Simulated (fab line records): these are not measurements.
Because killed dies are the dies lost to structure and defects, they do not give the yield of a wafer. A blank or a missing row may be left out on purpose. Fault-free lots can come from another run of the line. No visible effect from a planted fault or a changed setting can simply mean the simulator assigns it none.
fab line records -- flow sky130
record: lots: 12, wafers: 36, lastDay: 50
route steps=708 shown METAL2@501 VIA2@510 METAL3@536 CAPM@541 PAD_OPEN@708
lots untouched by any fault: they come from a run of this same line in which no faults occurred
startH: the number of hours between the record's first day and the start of the first shown wafer of the lot -- waitH: hours since the lot's step before -- " repeats the value in the row above -- L1.1+2: a single row standing in for several wafers -- - no value present, or no start provided -- * or withheld: withheld -- < > ~ a bound
route shown NAME@n: names a module that has steps shown in the file, with the first one's number in the route -- usual: the fault-free wafers' mean and standard deviation -- same: alike in all rows -- chamber/n: place in a boat -- sites: the reading at each site -- _std_site: the values' standard deviation -- _edge_site: inner sites' mean taken away from outer sites' mean -- radiusMm: for every site, how far away it sits from the centre of the wafer -- mask NAME#n: copy n -- behind: the most recent tool/chamber to have shaped the wafer -- hold: why the lot went on hold/how many hours it stayed there/how the hold came to an end -- device: which transistor (n, p or np) failed to switch -- end of line: the same wafers' tests at the end of the route -- where a step has no rows: the recipe by itself -- killed: the dies lost at the first sort to structure and to defects; this is not the yield of the wafer -- map: the dies of a wafer, with x for killed, . for not killed, _ for no die there
set.NAME: setting as actually run; set.NAME@STEP: the setting as run at that earlier step -- model.NAME: the simulator's own value behind a step, which no gauge read
the route's steps for a sample of lots (tables are steps, rows are wafers)
services: the hour from which a tool's chamber was out of use, counted from the record's first day as startH (under 0 if before that day), plus the number of hours and why
== steps ==
step: SKY_METAL2_ETCH_18
recipe: chemistry: N2/H2, target: BARC, ionEnergyEv: 200, biasW: 100, pressureMtorr: 30, n2FlowSccm: 100, h2FlowSccm: 200, icpW: 500, stopOn: SiO2, timeS: 45.9, targetDepthA: 600
usual: chamberPressureMTorr: 29.997/0.028, drypumpMotorCurrentA: 6.0/0.35, oesProductAu: 0.854/0.0044, throttleValvePct: 13.226/0.0087
lot.wafer,tool,chamber,startH,waitH,chamberPressureMTorr,drypumpMotorCurrentA,oesProductAu,rfHoursCounterH,throttleValvePct
L232.1,rieMetal-04,0,817.60,0.0,29.998,5.4,0.854,0,13.219
L232.2,rieMetal-04,1,817.60,0.0,29.983,6.3,0.849,3,13.235
L232.3,rieMetal-04,1,817.60,0.0,29.992,6.3,0.855,-,13.219
L233.3,rieMetal-01,1,824.45,0.1,30.036,6.0,0.859,-,13.226
L233.5,rieMetal-01,1,824.45,0.1,30.002,6.0,0.861,-,13.240
L233.6,rieMetal-01,1,824.45,0.1,29.959,6.0,0.855,-,13.228
L234.1,rieMetal-01,1,842.89,0.0,30.016,6.0,0.853,8,13.231
L234.2,rieMetal-01,0,842.89,0.0,30.034,6.2,0.855,0,13.228
L234.6,rieMetal-01,0,842.89,0.0,29.985,6.2,0.852,-,13.231
L235.2,rieMetal-04,1,845.98,0.0,30.005,6.3,0.848,4,13.230
L235.4,rieMetal-04,0,845.98,0.0,30.009,5.4,0.861,-,13.223
L235.6,rieMetal-04,1,845.98,0.0,29.986,6.3,0.850,-,13.233
L237.2,rieMetal-02,1,881.13,0.1,29.979,5.9,0.851,-,13.219
L237.3,rieMetal-02,1,881.13,0.1,30.014,6.0,0.854,-,13.224
L237.5,rieMetal-02,1,881.13,0.1,30.016,6.0,0.848,-,13.220
L241.3,rieMetal-01,1,888.35,0.0,29.986,6.1,0.850,-,13.221
L241.5,rieMetal-01,0,888.35,0.0,30.047,6.2,0.857,-,13.239
L241.6,rieMetal-01,1,888.35,0.0,29.946,6.0,0.856,-,13.204
L243.3,rieMetal-01,1,903.86,0.0,29.997,6.1,0.852,-,13.240
L243.4,rieMetal-01,0,903.86,0.0,29.983,6.2,0.850,-,13.217
L243.6,rieMetal-01,1,903.86,0.0,29.991,6.0,0.854,-,13.221
L250.1,rieMetal-01,0,952.34,0.0,29.966,6.2,0.851,6,13.218
L250.3,rieMetal-01,1,952.34,0.0,30.006,6.0,0.848,-,13.229
L250.4,rieMetal-01,0,952.34,0.0,29.971,6.2,0.861,-,13.216
L251.3,rieMetal-04,0,957.25,0.0,29.990,5.4,0.847,-,13.230
L251.4,rieMetal-04,1,957.25,0.0,29.982,6.4,0.861,-,13.219
L251.6,rieMetal-04,1,957.25,0.0,30.002,6.4,0.861,-,13.219
L252.3,rieMetal-01,1,960.36,0.0,29.998,6.0,0.859,-,13.231
L252.4,rieMetal-01,0,960.36,0.0,30.010,6.3,0.857,-,13.225
L252.6,rieMetal-01,0,960.36,0.0,30.025,6.3,0.847,-,13.224
L254.1,rieMetal-04,0,974.03,0.0,30.018,5.4,0.859,8,13.227
L254.2,rieMetal-04,1,974.03,0.0,30.030,6.4,0.851,10,13.231
L254.5,rieMetal-04,0,974.03,0.0,29.992,5.4,0.856,-,13.210
L255.1,rieMetal-04,1,980.28,0.0,29.939,6.4,0.853,10,13.234
L255.4,rieMetal-04,1,980.28,0.0,30.001,6.4,0.860,-,13.231
L255.5,rieMetal-04,0,980.28,0.0,30.030,5.4,0.851,-,13.229
step: SKY_VIA2_BOW_MEAS_03
recipe: mode: bow
usual: VIA2_BOW: 88/6.9
lot.wafer,tool,chamber,startH,waitH,VIA2_BOW[um]
L232.1,filmMetro-01,-,819.00,0.1,89
L232.2,filmMetro-01,-,819.00,0.1,94
L232.3,filmMetro-01,-,819.00,0.1,92
L233.3,filmMetro-01,-,825.84,0.1,85
L233.5,filmMetro-01,-,825.84,0.1,90
L233.6,filmMetro-01,-,825.84,0.1,82
L234.1,filmMetro-04,-,844.21,0.2,77
L234.2,filmMetro-04,-,844.21,0.2,74
L234.6,filmMetro-04,-,844.21,0.2,84
L235.2,filmMetro-02,-,847.23,0.2,84
L235.4,filmMetro-02,-,847.23,0.2,76
L235.6,filmMetro-02,-,847.23,0.2,91
L237.2,filmMetro-02,-,882.51,0.3,88
L237.3,filmMetro-02,-,882.51,0.3,77
L237.5,filmMetro-02,-,882.51,0.3,88
L241.3,filmMetro-02,-,889.60,0.1,86
L241.5,filmMetro-02,-,889.60,0.1,92
L241.6,filmMetro-02,-,889.60,0.1,82
L243.3,filmMetro-01,-,905.32,0.3,73
L243.4,filmMetro-01,-,905.32,0.3,87
L243.6,filmMetro-01,-,905.32,0.3,93
L250.1,filmMetro-04,-,953.60,0.2,87
L250.3,filmMetro-04,-,953.60,0.2,70
L250.4,filmMetro-04,-,953.60,0.2,85
L251.3,filmMetro-04,-,958.52,0.3,103
L251.4,filmMetro-04,-,958.52,0.3,92
L251.6,filmMetro-04,-,958.52,0.3,100
L252.3,filmMetro-01,-,961.74,0.2,90
L252.4,filmMetro-01,-,961.74,0.2,82
L252.6,filmMetro-01,-,961.74,0.2,85
L254.1,filmMetro-02,-,975.29,0.1,87
L254.2,filmMetro-02,-,975.29,0.1,90
L254.5,filmMetro-02,-,975.29,0.1,101
L255.1,filmMetro-02,-,981.52,0.2,92
L255.4,filmMetro-02,-,981.52,0.2,95
L255.5,filmMetro-02,-,981.52,0.2,99
step: SKY_METAL3_SPUTTER_04
recipe: material: TiN, targetThkNm: 70, powerW: 6500, timeS: 58.3, chamberPressurePa: 0.4
usual: chamberPressurePa: 0.3999/0.0008, throttleValvePct: 30.1/0.72
lot.wafer,tool,chamber,startH,waitH,chamberPressurePa,throttleValvePct
L232.1,pvdSputter-03,-,847.07,0.0,0.4002,30.2
L232.2,pvdSputter-03,-,847.07,0.0,0.4001,31.0
L232.3,pvdSputter-03,-,847.07,0.0,0.4003,30.3
L233.3,pvdSputter-03,-,853.67,0.0,0.4008,30.9
L233.5,pvdSputter-03,-,853.67,0.0,0.3996,30.7
L233.6,pvdSputter-03,-,853.67,0.0,0.3995,30.5
L234.1,pvdSputter-04,-,872.16,0.0,0.3996,29.8
L234.2,pvdSputter-04,-,872.16,0.0,0.3993,28.9
L234.6,pvdSputter-04,-,872.16,0.0,0.4005,29.1
L235.2,pvdSputter-02,-,874.77,0.0,0.4001,30.7
L235.4,pvdSputter-02,-,874.77,0.0,0.4011,30.2
L235.6,pvdSputter-02,-,874.77,0.0,0.3992,28.9
L237.2,pvdSputter-04,-,908.98,0.0,0.3992,29.7
L237.3,pvdSputter-04,-,908.98,0.0,0.3999,30.3
L237.5,pvdSputter-04,-,908.98,0.0,0.3994,30.7
L241.3,pvdSputter-04,-,916.42,0.0,0.3994,30.1
L241.5,pvdSputter-04,-,916.42,0.0,0.4018,30.9
L241.6,pvdSputter-04,-,916.42,0.0,0.4011,28.8
L243.3,pvdSputter-03,-,931.99,0.0,0.4007,30.8
L243.4,pvdSputter-03,-,931.99,0.0,0.3993,30.6
L243.6,pvdSputter-03,-,931.99,0.0,0.3994,30.6
L250.1,pvdSputter-02,-,979.32,0.0,0.4003,30.1
L250.3,pvdSputter-02,-,979.32,0.0,0.4007,28.5
L250.4,pvdSputter-02,-,979.32,0.0,0.4001,30.7
L251.3,pvdSputter-04,-,984.82,0.0,0.3983,29.8
L251.4,pvdSputter-04,-,984.82,0.0,0.3753,31.3
L251.6,pvdSputter-04,-,984.82,0.0,0.3987,29.8
L252.3,pvdSputter-04,-,987.48,0.0,0.3749,31.1
L252.4,pvdSputter-04,-,987.48,0.0,0.3991,28.9
L252.6,pvdSputter-04,-,987.48,0.0,0.4006,29.5
L254.1,pvdSputter-02,-,999.62,0.0,0.3991,30.1
L254.2,pvdSputter-02,-,999.62,0.0,0.3994,30.7
L254.5,pvdSputter-02,-,999.62,0.0,0.4011,28.6
L255.1,pvdSputter-02,-,1005.86,0.0,0.3995,30.3
L255.4,pvdSputter-02,-,1005.86,0.0,0.3992,28.4
L255.5,pvdSputter-02,-,1005.86,0.0,0.4011,29.7
step: SKY_CAPM_THK_MEAS_04
recipe: thkMeasGauge: xrf, reads: TiN_of_CAPM_SPUTTER_02
usual: CAPM_TIN_THK: 203.7/2.1
lot.wafer,tool,chamber,startH,waitH,CAPM_TIN_THK[nm]
L232.1,filmMetro-03,-,847.43,0.1,203.2
L232.2,filmMetro-03,-,847.43,0.1,204.9
L232.3,filmMetro-03,-,847.43,0.1,203.5
L233.3,filmMetro-04,-,854.05,0.1,202.5
L233.5,filmMetro-04,-,854.05,0.1,203.8
L233.6,filmMetro-04,-,854.05,0.1,202.5
L234.1,filmMetro-03,-,872.52,0.1,200.2
L234.2,filmMetro-03,-,872.52,0.1,201.9
L234.6,filmMetro-03,-,872.52,0.1,199.9
L235.2,filmMetro-03,-,875.19,0.1,205.7
L235.4,filmMetro-03,-,875.19,0.1,206.1
L235.6,filmMetro-03,-,875.19,0.1,205.5
L237.2,filmMetro-03,-,909.35,0.1,206.9
L237.3,filmMetro-03,-,909.35,0.1,206.0
L237.5,filmMetro-03,-,909.35,0.1,205.8
L241.3,filmMetro-02,-,916.80,0.1,199.9
L241.5,filmMetro-02,-,916.80,0.1,202.3
L241.6,filmMetro-02,-,916.80,0.1,201.4
L243.3,filmMetro-02,-,932.37,0.1,201.6
L243.4,filmMetro-02,-,932.37,0.1,203.1
L243.6,filmMetro-02,-,932.37,0.1,199.9
L250.1,filmMetro-04,-,979.68,0.1,205.4
L250.3,filmMetro-04,-,979.68,0.1,205.1
L250.4,filmMetro-04,-,979.68,0.1,203.2
L251.3,filmMetro-04,-,985.20,0.1,202.6
L251.4,filmMetro-04,-,985.20,0.1,201.8
L251.6,filmMetro-04,-,985.20,0.1,201.5
L252.3,filmMetro-03,-,987.86,0.1,204.2
L252.4,filmMetro-03,-,987.86,0.1,205.5
L252.6,filmMetro-03,-,987.86,0.1,206.1
L254.1,filmMetro-02,-,1000.01,0.1,205.5
L254.2,filmMetro-02,-,1000.01,0.1,205.9
L254.5,filmMetro-02,-,1000.01,0.1,206.6
L255.1,filmMetro-02,-,1006.23,0.1,202.6
L255.4,filmMetro-02,-,1006.23,0.1,203.5
L255.5,filmMetro-02,-,1006.23,0.1,203.6
step: SKY_PAD_OPEN_PROBE_99
usual: defectLimitedYield: 82.2/1.9, killed_at_M0_to_M3: 43/6.5, killed_at_M4_up: 3.5/1.9, killedAtContacts: 24/5.4, killedAtFrontEnd: 16/4.8, killedAtOther: 0.4/0.64, killedDies: 87/9.4, killedOpen: 47/7, killedShort: 40/6.3, sort_bin_3_pad_short: 0.9/0.4, sort_bin_5_function: 10.5/1.4, sort_bin_6_memory: 6.3/1.1, sortNPass: 405/9.4, sortYieldPct: 82.2/1.9
same: grossDies: 492, killedAtBackSide: 0, sort_bin_4_leakage[%]: 0, sort_bin_8_speed[%]: 0
lot.wafer,tool,chamber,startH,waitH,defectLimitedYield[%],killed_at_M0_to_M3,killed_at_M4_up,killedAtContacts,killedAtFrontEnd,killedAtOther,killedDies,killedOpen,killedShort,sort_bin_3_pad_short[%],sort_bin_5_function[%],sort_bin_6_memory[%],sortNPass,sortYieldPct[%]
L232.1,prober-02,-,1072.59,0.1,80.1,40,6,28,24,0,98,55,43,0.6,11.2,8.1,394,80.1
L232.2,prober-02,-,1072.64,0.1,79.5,55,3,25,18,0,101,58,43,1.0,11.0,8.5,391,79.5
L232.3,prober-02,-,1072.69,0.2,79.7,45,4,26,25,0,100,54,46,0.8,14.0,5.5,392,79.7
L233.3,prober-02,-,1078.00,0.2,83.9,34,1,27,17,0,79,44,35,1.0,10.6,4.5,413,83.9
L233.5,prober-02,-,1078.10,0.2,81.1,47,4,21,20,1,93,44,49,0.8,11.4,6.7,399,81.1
L233.6,prober-02,-,1078.15,0.2,83.7,36,2,26,15,1,80,51,29,0.6,10.0,5.7,412,83.7
L234.1,prober-01,-,1093.27,0.1,79.1,55,2,25,21,0,103,45,58,0.8,13.8,6.3,389,79.1
L234.2,prober-01,-,1093.32,0.1,82.7,44,3,22,16,0,85,45,40,1.0,9.8,6.5,407,82.7
L234.6,prober-01,-,1093.52,0.2,82.1,51,5,23,9,0,88,45,43,0.6,11.6,5.7,404,82.1
L235.2,prober-02,-,1094.92,0.1,80.3,45,1,28,22,1,97,52,45,1.0,12.0,6.7,395,80.3
L235.4,prober-02,-,1095.02,0.2,80.1,42,1,31,24,0,98,54,43,1.6,11.4,6.9,394,80.1
L235.6,prober-02,-,1095.12,0.2,82.3,41,0,25,21,0,87,45,42,1.6,10.6,5.5,405,82.3
L237.2,prober-02,-,1124.19,0.1,83.5,47,2,21,11,0,81,39,42,1.2,9.8,5.5,411,83.5
L237.3,prober-02,-,1124.24,0.2,82.5,35,2,39,10,0,86,50,36,0.2,10.4,6.9,406,82.5
L237.5,prober-02,-,1124.34,0.2,82.3,34,7,32,14,0,87,50,37,0.2,11.4,6.1,405,82.3
L241.3,prober-02,-,1126.91,0.2,78.5,58,1,24,22,1,106,55,50,1.2,11.4,8.9,386,78.5
L241.5,prober-02,-,1127.01,0.2,81.5,43,1,25,21,1,91,45,46,1.0,10.2,7.3,401,81.5
L241.6,prober-02,-,1127.06,0.2,80.3,47,3,30,17,0,97,51,44,0.8,11.2,7.7,395,80.3
L243.3,prober-01,-,1141.91,0.2,80.3,41,3,42,11,0,97,49,46,0.6,12.4,6.7,395,80.3
L243.4,prober-01,-,1141.96,0.2,81.9,35,6,36,12,0,89,58,30,0,9.8,8.3,403,81.9
L243.6,prober-01,-,1142.06,0.2,82.7,39,2,31,12,1,85,48,36,0.2,10.8,6.3,407,82.7
L250.1,prober-02,-,1174.59,0.1,84.8,41,2,20,12,0,75,41,33,0.6,10.0,4.7,417,84.8
L250.3,prober-02,-,1174.69,0.2,82.3,48,3,20,16,0,87,51,34,0.6,9.1,7.9,405,82.3
L250.4,prober-02,-,1174.74,0.2,81.9,42,2,25,20,0,89,46,41,2.0,9.1,6.9,403,81.9
L251.3,prober-01,-,1179.64,0.2,79.5,55,2,27,17,0,101,60,41,1.4,12.0,7.1,391,79.5
L251.4,prober-01,-,1179.69,0.2,83.9,34,4,26,15,0,79,46,31,0.4,8.3,7.3,413,83.9
L251.6,prober-01,-,1179.79,0.2,81.7,51,4,26,9,0,90,56,34,1.0,10.2,7.1,402,81.7
L252.3,prober-02,-,1181.49,0.2,82.3,48,5,24,10,0,87,41,46,1.8,9.8,6.1,405,82.3
L252.4,prober-02,-,1181.54,0.2,78.7,51,5,32,17,0,105,63,42,0.6,13.4,7.3,387,78.7
L252.6,prober-02,-,1181.64,0.2,82.9,41,2,25,16,0,84,44,40,0.8,10.2,6.1,408,82.9
L254.1,prober-02,-,1188.81,0.1,79.9,53,2,28,15,1,99,59,40,0.2,13.6,6.3,393,79.9
L254.2,prober-02,-,1188.86,0.1,84.3,42,1,21,13,0,77,38,39,1.4,9.3,4.9,415,84.3
L254.5,prober-02,-,1189.01,0.2,79.1,43,8,35,17,0,103,63,40,0.6,13.6,6.7,389,79.1
L255.1,prober-01,-,1194.79,0.1,85.0,41,2,14,16,1,74,37,36,0.6,8.3,6.1,418,85.0
L255.4,prober-01,-,1194.94,0.2,82.1,34,5,29,20,0,88,45,42,0.8,10.6,6.5,404,82.1
L255.5,prober-01,-,1194.99,0.2,83.1,40,5,21,17,0,83,43,40,1.4,8.5,6.9,409,83.1
killed by level:class
L232.1 CONTACT:geometricParticle:open=9 VIA1:geometricParticle:open=9 FIELD_ISO:geometricParticle:open=8 LI_CONTACT:geometricParticle:open=8 CONTACT:geometricParticle:short=5 METAL2:geometricParticle:short=5 LI_CONTACT:geometricParticle:short=4 METAL1:geometricParticle:open=4
L232.2 VIA1:geometricParticle:open=15 FIELD_ISO:geometricParticle:short=8 CONTACT:geometricParticle:short=8 VIA2:geometricParticle:open=8 CONTACT:geometricParticle:open=7 LI_CONTACT:geometricParticle:open=7 FIELD_ISO:geometricParticle:open=5 METAL2:geometricParticle:short=5
L232.3 CONTACT:geometricParticle:open=9 VIA1:geometricParticle:open=9 VIA1:geometricParticle:short=8 VIA2:geometricParticle:open=8 FIELD_ISO:geometricParticle:open=7 FIELD_ISO:geometricParticle:short=6 LI_CONTACT:geometricParticle:open=6 METAL1:geometricParticle:short=6
L233.3 VIA2:geometricParticle:open=10 CONTACT:geometricParticle:open=10 LI_CONTACT:geometricParticle:open=8 LI_CONTACT:geometricParticle:short=4 VIA1:geometricParticle:open=4 METAL2:geometricParticle:short=4 VIA1:geometricParticle:short=3 FIELD_ISO:geometricParticle:open=3
L233.5 VIA1:geometricParticle:open=9 FIELD_ISO:geometricParticle:short=7 VIA3:geometricParticle:open=7 FIELD_ISO:geometricParticle:open=6 LI_CONTACT:geometricParticle:open=6 VIA1:geometricParticle:short=6 METAL1:geometricParticle:short=5 LI_CONTACT:geometricParticle:short=4
L233.6 CONTACT:geometricParticle:open=13 VIA1:geometricParticle:open=11 LI_CONTACT:geometricParticle:open=7 VIA3:geometricParticle:open=6 POLY_GATE:geometricParticle:short=5 FIELD_ISO:geometricParticle:open=4 METAL1:geometricParticle:short=4 CONTACT:geometricParticle:short=4
L234.1 VIA1:geometricParticle:short=11 VIA1:geometricParticle:open=10 CONTACT:geometricParticle:open=9 POLY_GATE:geometricParticle:short=8 VIA2:geometricParticle:open=6 METAL3:geometricParticle:short=6 CONTACT:geometricParticle:short=6 VIA3:geometricParticle:open=6
L234.2 CONTACT:geometricParticle:open=8 METAL1:geometricParticle:short=8 VIA1:geometricParticle:open=8 VIA3:geometricParticle:open=7 CONTACT:geometricParticle:short=5 LI_CONTACT:geometricParticle:open=4 LOCAL_INTERCONNECT:geometricParticle:short=4 VIA1:geometricParticle:short=4
L234.6 VIA1:geometricParticle:open=12 CONTACT:geometricParticle:open=9 METAL1:geometricParticle:short=7 VIA2:geometricParticle:open=7 CONTACT:geometricParticle:short=6 VIA3:geometricParticle:open=6 VIA1:geometricParticle:short=5 FIELD_ISO:geometricParticle:short=4
L235.2 VIA3:geometricParticle:open=11 LI_CONTACT:geometricParticle:open=8 VIA1:geometricParticle:open=8 CONTACT:geometricParticle:open=7 METAL1:geometricParticle:short=7 FIELD_ISO:geometricParticle:open=6 CONTACT:geometricParticle:short=6 LOCAL_INTERCONNECT:geometricParticle:short=5
L235.4 LI_CONTACT:geometricParticle:open=12 CONTACT:geometricParticle:open=12 METAL2:geometricParticle:short=9 POLY_GATE:geometricParticle:short=8 VIA2:geometricParticle:short=7 VIA2:geometricParticle:open=6 FIELD_ISO:geometricParticle:open=5 VIA1:geometricParticle:open=5
L235.6 LI_CONTACT:geometricParticle:open=9 CONTACT:geometricParticle:short=8 POLY_GATE:geometricParticle:short=6 METAL2:geometricParticle:short=6 VIA2:geometricParticle:open=6 FIELD_ISO:geometricParticle:short=5 POLY_GATE:geometricParticle:open=5 VIA1:geometricParticle:open=5
L237.2 VIA2:geometricParticle:open=13 METAL2:geometricParticle:short=9 LI_CONTACT:geometricParticle:open=8 LOCAL_INTERCONNECT:geometricParticle:short=6 VIA1:geometricParticle:open=6 VIA3:geometricParticle:open=5 CONTACT:geometricParticle:short=4 METAL1:geometricParticle:short=4
L237.3 LI_CONTACT:geometricParticle:open=12 CONTACT:geometricParticle:open=10 LOCAL_INTERCONNECT:geometricParticle:short=7 VIA2:geometricParticle:open=7 VIA1:geometricParticle:open=6 CONTACT:geometricParticle:short=5 VIA1:geometricParticle:short=5 POLY_GATE:geometricParticle:open=4
L237.5 CONTACT:geometricParticle:open=12 LI_CONTACT:geometricParticle:open=10 VIA1:geometricParticle:open=8 METAL4:geometricParticle:short=7 VIA1:geometricParticle:short=5 POLY_GATE:geometricParticle:open=4 LI_CONTACT:geometricParticle:short=4 CONTACT:geometricParticle:short=4
L241.3 VIA1:geometricParticle:open=15 CONTACT:geometricParticle:open=12 METAL2:geometricParticle:short=9 METAL1:geometricParticle:short=8 POLY_GATE:geometricParticle:short=6 VIA3:geometricParticle:open=6 LI_CONTACT:geometricParticle:open=5 VIA1:geometricParticle:short=5
L241.5 VIA1:geometricParticle:open=13 FIELD_ISO:geometricParticle:short=7 POLY_GATE:geometricParticle:short=7 CONTACT:geometricParticle:open=7 VIA1:geometricParticle:short=7 LI_CONTACT:geometricParticle:open=6 VIA2:geometricParticle:open=6 CONTACT:geometricParticle:short=5
L241.6 VIA1:geometricParticle:open=12 CONTACT:geometricParticle:open=11 CONTACT:geometricParticle:short=9 METAL1:geometricParticle:short=6 METAL2:geometricParticle:short=6 LI_CONTACT:geometricParticle:open=5 POLY_GATE:geometricParticle:short=4 SPACER:geometricParticle:open=4
L243.3 LI_CONTACT:geometricParticle:open=17 LOCAL_INTERCONNECT:geometricParticle:short=12 VIA1:geometricParticle:open=12 VIA1:geometricParticle:short=8 CONTACT:geometricParticle:open=7 METAL1:geometricParticle:short=4 FIELD_ISO:geometricParticle:short=3 POLY_GATE:geometricParticle:short=3
L243.4 CONTACT:geometricParticle:open=18 VIA1:geometricParticle:open=10 LI_CONTACT:geometricParticle:open=7 POLY_GATE:geometricParticle:short=6 LOCAL_INTERCONNECT:geometricParticle:short=5 METAL1:geometricParticle:short=5 METAL2:geometricParticle:short=5 VIA2:geometricParticle:open=5
L243.6 VIA1:geometricParticle:open=10 LI_CONTACT:geometricParticle:open=8 LOCAL_INTERCONNECT:geometricParticle:short=8 CONTACT:geometricParticle:open=7 VIA3:geometricParticle:open=6 VIA1:geometricParticle:short=5 FIELD_ISO:geometricParticle:short=4 FIELD_ISO:geometricParticle:open=4
L250.1 CONTACT:geometricParticle:open=11 VIA2:geometricParticle:open=11 VIA3:geometricParticle:open=8 METAL1:geometricParticle:short=5 VIA1:geometricParticle:short=4 LI_CONTACT:geometricParticle:open=4 VIA3:geometricParticle:short=4 POLY_GATE:geometricParticle:short=3
L250.3 VIA1:geometricParticle:open=12 VIA2:geometricParticle:open=10 LI_CONTACT:geometricParticle:open=7 CONTACT:geometricParticle:open=6 VIA1:geometricParticle:short=6 POLY_GATE:geometricParticle:open=5 LI_CONTACT:geometricParticle:short=5 METAL1:geometricParticle:short=5
L250.4 VIA1:geometricParticle:open=13 CONTACT:geometricParticle:open=11 CONTACT:geometricParticle:short=7 VIA3:geometricParticle:open=7 FIELD_ISO:geometricParticle:open=6 POLY_GATE:geometricParticle:short=5 METAL1:geometricParticle:short=5 FIELD_ISO:geometricParticle:short=4
L251.3 VIA1:geometricParticle:open=19 VIA3:geometricParticle:open=10 LI_CONTACT:geometricParticle:open=9 VIA3:geometricParticle:short=8 FIELD_ISO:geometricParticle:open=6 CONTACT:geometricParticle:open=6 METAL2:geometricParticle:short=6 POLY_GATE:geometricParticle:short=4
L251.4 VIA1:geometricParticle:open=12 LI_CONTACT:geometricParticle:open=6 VIA3:geometricParticle:open=6 LI_CONTACT:geometricParticle:short=5 LOCAL_INTERCONNECT:geometricParticle:short=5 CONTACT:geometricParticle:short=5 VIA2:geometricParticle:open=5 POLY_GATE:geometricParticle:short=4
L251.6 VIA1:geometricParticle:open=11 VIA2:geometricParticle:open=10 LI_CONTACT:geometricParticle:open=8 CONTACT:geometricParticle:open=8 VIA3:geometricParticle:open=8 METAL1:geometricParticle:short=7 METAL2:geometricParticle:short=5 FIELD_ISO:geometricParticle:open=4
L252.3 VIA1:geometricParticle:open=11 METAL2:geometricParticle:short=7 LI_CONTACT:geometricParticle:open=7 VIA1:geometricParticle:short=7 CONTACT:geometricParticle:open=6 METAL3:geometricParticle:short=5 METAL1:geometricParticle:short=5 VIA2:geometricParticle:open=4
L252.4 CONTACT:geometricParticle:open=16 VIA1:geometricParticle:open=9 METAL2:geometricParticle:short=8 VIA2:geometricParticle:open=8 POLY_GATE:geometricParticle:open=7 FIELD_ISO:geometricParticle:open=6 METAL1:geometricParticle:short=6 VIA3:geometricParticle:open=6
L252.6 LI_CONTACT:geometricParticle:open=8 VIA2:geometricParticle:open=8 CONTACT:geometricParticle:open=7 METAL2:geometricParticle:short=7 METAL1:geometricParticle:short=5 VIA1:geometricParticle:open=5 FIELD_ISO:geometricParticle:open=4 LOCAL_INTERCONNECT:geometricParticle:short=4
L254.1 LI_CONTACT:geometricParticle:open=10 VIA2:geometricParticle:open=10 VIA1:geometricParticle:open=9 VIA3:geometricParticle:open=9 CONTACT:geometricParticle:open=8 FIELD_ISO:geometricParticle:short=6 METAL1:geometricParticle:short=6 FIELD_ISO:geometricParticle:open=5
L254.2 VIA1:geometricParticle:open=12 CONTACT:geometricParticle:open=8 FIELD_ISO:geometricParticle:short=6 VIA1:geometricParticle:short=6 LI_CONTACT:geometricParticle:short=5 METAL1:geometricParticle:short=5 METAL3:geometricParticle:short=5 VIA3:geometricParticle:open=5
L254.5 CONTACT:geometricParticle:open=18 VIA1:geometricParticle:open=9 METAL2:geometricParticle:short=8 FIELD_ISO:geometricParticle:open=6 LI_CONTACT:geometricParticle:open=6 LOCAL_INTERCONNECT:geometricParticle:short=5 VIA2:geometricParticle:open=5 VIA3:geometricParticle:open=5
L255.1 METAL1:geometricParticle:short=7 METAL2:geometricParticle:short=6 FIELD_ISO:geometricParticle:open=5 VIA3:geometricParticle:open=5 METAL2:geometricParticle:open=5 FIELD_ISO:geometricParticle:short=4 LI_CONTACT:geometricParticle:open=4 CONTACT:geometricParticle:open=4
L255.4 LI_CONTACT:geometricParticle:open=8 CONTACT:geometricParticle:open=8 POLY_GATE:geometricParticle:open=6 VIA2:geometricParticle:open=6 POLY_GATE:geometricParticle:short=5 METAL2:geometricParticle:short=5 FIELD_ISO:geometricParticle:short=4 CONTACT:geometricParticle:short=4
L255.5 CONTACT:geometricParticle:open=9 VIA1:geometricParticle:open=7 VIA3:geometricParticle:open=6 METAL1:geometricParticle:short=6 POLY_GATE:geometricParticle:short=5 LI_CONTACT:geometricParticle:open=5 VIA2:geometricParticle:short=5 FIELD_ISO:geometricParticle:short=4
== services ==
tool,chamber,startH,hours,kind
pvdSputter-04,-,808.60,3.7,repair
pvdSputter-02,-,814.32,2.1,repair
rieMetal-02,0,828.38,16.2,repair
rieMetal-02,0,858.57,7.4,repair
rieMetal-02,0,866.25,-,clean
rieMetal-02,0,866.25,29.1,scheduledDown
rieMetal-02,0,866.25,29.1,ventCycle
pvdSputter-02,-,870.27,2.4,repair
pvdSputter-04,-,872.23,7.8,repair
pvdSputter-04,-,879.08,1.4,repair
rieMetal-04,1,886.63,3.6,repair
rieMetal-04,-,895.03,2.8,pm
rieMetal-01,1,916.12,7.5,repair
pvdSputter-04,-,933.97,2.4,repair
pvdSputter-03,-,943.03,1.7,repair
rieMetal-02,1,969.27,1.8,repair
rieMetal-01,0,975.50,15.0,repair
rieMetal-01,-,981.97,2.8,pm
pvdSputter-02,-,982.11,11.9,repair
pvdSputter-03,-,994.44,5.8,repair
pvdSputter-03,-,995.29,14.7,repair
rieMetal-04,-,1003.65,1.4,pm
pvdSputter-04,-,1005.31,0.9,repair
== key ==
firstSign: step: SKY_METAL3_SPUTTER_04, reading: chamberPressurePa, direction: down, sigmas: 31, usual: 0.3999, struck: 0.3751
effect none on later readings
metAt SKY_METAL3_SPUTTER_04
struckLots L251,L252
struckWafers L251.4,L252.3
notActingAt SKY_METAL2_ETCH_18,SKY_VIA2_BOW_MEAS_03,SKY_CAPM_THK_MEAS_04
onsetBetween 916.42 984.82
fault: kind: processParameterDrift, tool: pvdSputter-04, chamber: -, onsetH: 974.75, steps: SKY_METAL3_SPUTTER_04, channel: chamberPressurePa, offset: -0.02373, shape: step, endH: 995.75, actsIn: theseRecipesOnly, stated: 0.4, scope: struckWafersOnly
